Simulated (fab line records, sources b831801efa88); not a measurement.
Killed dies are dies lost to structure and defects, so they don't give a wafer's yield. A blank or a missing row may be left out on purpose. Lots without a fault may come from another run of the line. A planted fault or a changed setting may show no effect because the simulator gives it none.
Which tool did it? | flow gf180mcu | 12 lots, 36 wafers sampled, at 5 steps of a route of 602

WHAT THE GAUGES READ, wafer by wafer
GF_M2_THK_MEAS_06: measures by xrf. Usual: M2_ALCU_THK 448 nm, standard deviation 5.4.
lot  | measured     | on            | M2_ALCU_THK (nm) | flag
L406 | day 18 06:27 | film_metro-02 | 438 445 445      |
L408 | day 18 18:16 | film_metro-01 | 448 450 451      |
L409 | day 19 00:09 | film_metro-02 | 439 446 439      |
L410 | day 19 06:59 | film_metro-01 | 450 449 447      |
L413 | day 21 05:43 | film_metro-02 | 441 443 443      |
L414 | day 21 08:38 | film_metro-01 | 452 450 450      |
L422 | day 23 18:28 | film_metro-01 | 437 449 441      |
L423 | day 24 04:08 | film_metro-04 | 448 450 446      |
L426 | day 25 13:30 | film_metro-02 | 441 440 444      |
L428 | day 25 23:04 | film_metro-04 | 450 451 448      |
L427 | day 26 00:31 | film_metro-04 | 450 451 454      |
L429 | day 26 19:43 | film_metro-04 | 439 441 443      |

GF_M2_OVL_MEAS_15. Usual: M2_OVL 4 nm, standard deviation 5.8.
lot  | measured     | on         | M2_OVL (nm) | flag
L406 | day 19 06:29 | overlay-02 | 6 5 8       |
L408 | day 19 18:28 | overlay-01 | -6 -1 -4    |
L409 | day 20 00:30 | overlay-01 | 6 -1 9      |
L410 | day 20 06:20 | overlay-01 | 3 15 9      |
L413 | day 22 04:48 | overlay-02 | 8 3 5       |
L414 | day 22 07:03 | overlay-02 | 9 7 9       |
L422 | day 24 15:58 | overlay-02 | 6 10 5      |
L423 | day 25 01:21 | overlay-02 | 3 0 -10     |
L426 | day 26 11:00 | overlay-01 | 4 3 9       |
L428 | day 26 19:31 | overlay-01 | 3 -3 4      |
L427 | day 26 21:03 | overlay-02 | 2 0 -3      |
L429 | day 27 15:58 | overlay-01 | 7 7 6       |

GF_V2_CD_MEAS_14: target cd 260 nm. Usual: cd_nm 260.3 nm, standard deviation 1.6.
lot  | measured     | on        | cd_nm (nm)        | flag
L406 | day 20 08:07 | cd_sem-02 | 258.8 258.6 259.8 |
L408 | day 20 19:56 | cd_sem-01 | 259.0 259.4 258.7 |
L409 | day 21 02:47 | cd_sem-01 | 259.4 259.4 258.8 |
L410 | day 21 07:28 | cd_sem-02 | 264.3 264.6 263.6 |
L413 | day 23 04:45 | cd_sem-02 | 259.6 257.7 260.0 |
L414 | day 23 07:31 | cd_sem-02 | 258.5 258.0 257.6 |
L422 | day 25 13:59 | cd_sem-01 | 241.2 241.4 241.1 | OFF
L423 | day 26 00:31 | cd_sem-01 | 240.3 241.3 241.2 | OFF
L426 | day 27 09:10 | cd_sem-01 | 258.4 259.0 259.0 |
L428 | day 27 17:04 | cd_sem-01 | 259.2 259.7 259.1 |
L427 | day 27 18:21 | cd_sem-01 | 258.3 259.6 258.6 |
L429 | day 28 14:07 | cd_sem-02 | 262.8 261.4 262.6 |

WHICH TOOL RAN EACH LOT (tool, then ch and the chambers of the sampled wafers, then the start)
lot  | GF_M2_SPUTTER_03             | GF_V2_EXPOSE_11
L406 | pvd_sputter-02, day 18 06:15 | krf_scanner-01 ch 0, day 19 20:13
L408 | pvd_sputter-03, day 18 18:05 | krf_scanner-01 ch 0, day 20 07:56
L409 | pvd_sputter-01, day 18 23:58 | krf_scanner-02 ch 0, day 20 14:48
L410 | pvd_sputter-01, day 19 06:40 | krf_scanner-01 ch 0, day 20 20:25
L413 | pvd_sputter-02, day 21 05:31 | krf_scanner-02 ch 0, day 22 18:22
L414 | pvd_sputter-03, day 21 08:27 | krf_scanner-01 ch 0, day 22 20:49
L422 | pvd_sputter-01, day 23 18:17 | krf_scanner-01 ch 0, day 25 03:54
L423 | pvd_sputter-02, day 24 03:58 | krf_scanner-01 ch 0, day 25 13:44
L426 | pvd_sputter-01, day 25 13:19 | krf_scanner-02 ch 0, day 26 23:17
L428 | pvd_sputter-03, day 25 22:52 | krf_scanner-02 ch 0, day 27 07:10
L427 | pvd_sputter-03, day 26 00:19 | krf_scanner-02 ch 0, day 27 08:30
L429 | pvd_sputter-02, day 26 19:32 | krf_scanner-02 ch 0, day 28 03:26
- GF_M2_SPUTTER_03: material Ti, target thk 10 nm, time 6.7 s.
- GF_V2_EXPOSE_11: exposes mask Via2, target cd 260 nm.

WHAT THE TOOLS THEMSELVES READ (means of the sampled wafers that have a number; where no wafer has one, the mark that the record gives instead)
GF_M2_SPUTTER_03. Usual: throttle_valve_pct 29.3 %, standard deviation 1.1.
lot  | tool           | throttle_valve_pct (%) | flag
L406 | pvd_sputter-02 | 29.2                   |
L408 | pvd_sputter-03 | 28.3                   |
L409 | pvd_sputter-01 | 30.5                   |
L410 | pvd_sputter-01 | 29.8                   |
L413 | pvd_sputter-02 | 29.5                   |
L414 | pvd_sputter-03 | 28.7                   |
L422 | pvd_sputter-01 | 29.3                   |
L423 | pvd_sputter-02 | 28.6                   |
L426 | pvd_sputter-01 | 30.4                   |
L428 | pvd_sputter-03 | 28.2                   |
L427 | pvd_sputter-03 | 28.1                   |
L429 | pvd_sputter-02 | 29.0                   |

GF_V2_EXPOSE_11. Usual: exposure_dose_mJ_cm2 37.90, standard deviation 0.1.
lot  | tool           | exposure_dose_mJ_cm2 | flag
L406 | krf_scanner-01 | 37.95                |
L408 | krf_scanner-01 | 37.97                |
L409 | krf_scanner-02 | 37.78                |
L410 | krf_scanner-01 | 37.97                |
L413 | krf_scanner-02 | 37.82                |
L414 | krf_scanner-01 | 38.00                |
L422 | krf_scanner-01 | 33.48                | OFF
L423 | krf_scanner-01 | 33.47                | OFF
L426 | krf_scanner-02 | 37.83                |
L428 | krf_scanner-02 | 37.77                |
L427 | krf_scanner-02 | 37.85                |
L429 | krf_scanner-02 | 37.76                |

THE ANSWER, worked out from the rows above alone
Rule: a lot is off if the mean of its wafers that have a number lies more than 3 standard deviations from the usual mean. A lot without any number at a reading at which 4 lots or more have one is off too. The other lots that the step has rows for count as sound. The gauges are gone through in route order, then the tools' own readings, and for those a lot's mean is taken as printed above. The first step at which some lot is off is used, and at that step the reading that is off furthest; a lot without a number counts as furthest.
Off: L422, L423, at GF_V2_CD_MEAS_14 (cd_nm).
A tool fits if, at a process step before that reading, it ran every lot that is off, and no sound lot after the first of them. The gauges at GF_V2_CD_MEAS_14 aren't tried: what is off there is off at GF_V2_EXPOSE_11 too, on other tools, and a gauge's error can't cause that. One fits: krf_scanner-01 at GF_V2_EXPOSE_11. Its last sound lot is L414 (day 22 20:49), its first lot that is off L422 (day 25 03:54): a fault that began between those two fits.
The tool's own readings at GF_V2_EXPOSE_11 bear it out: on the lots that are off they differ by more than 5 times the standard deviation of the sound lots' means. exposure_dose_mJ_cm2 reads 33.47 there against 37.87 on the sound lots.

WHAT THE SIMULATOR HAD PUT IN
Process parameter drift: krf_scanner-01, from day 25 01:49 on, at GF_V2_EXPOSE_11. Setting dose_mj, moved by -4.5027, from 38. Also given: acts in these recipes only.
Lots struck among those shown: L422, L423. The rule above found the same.
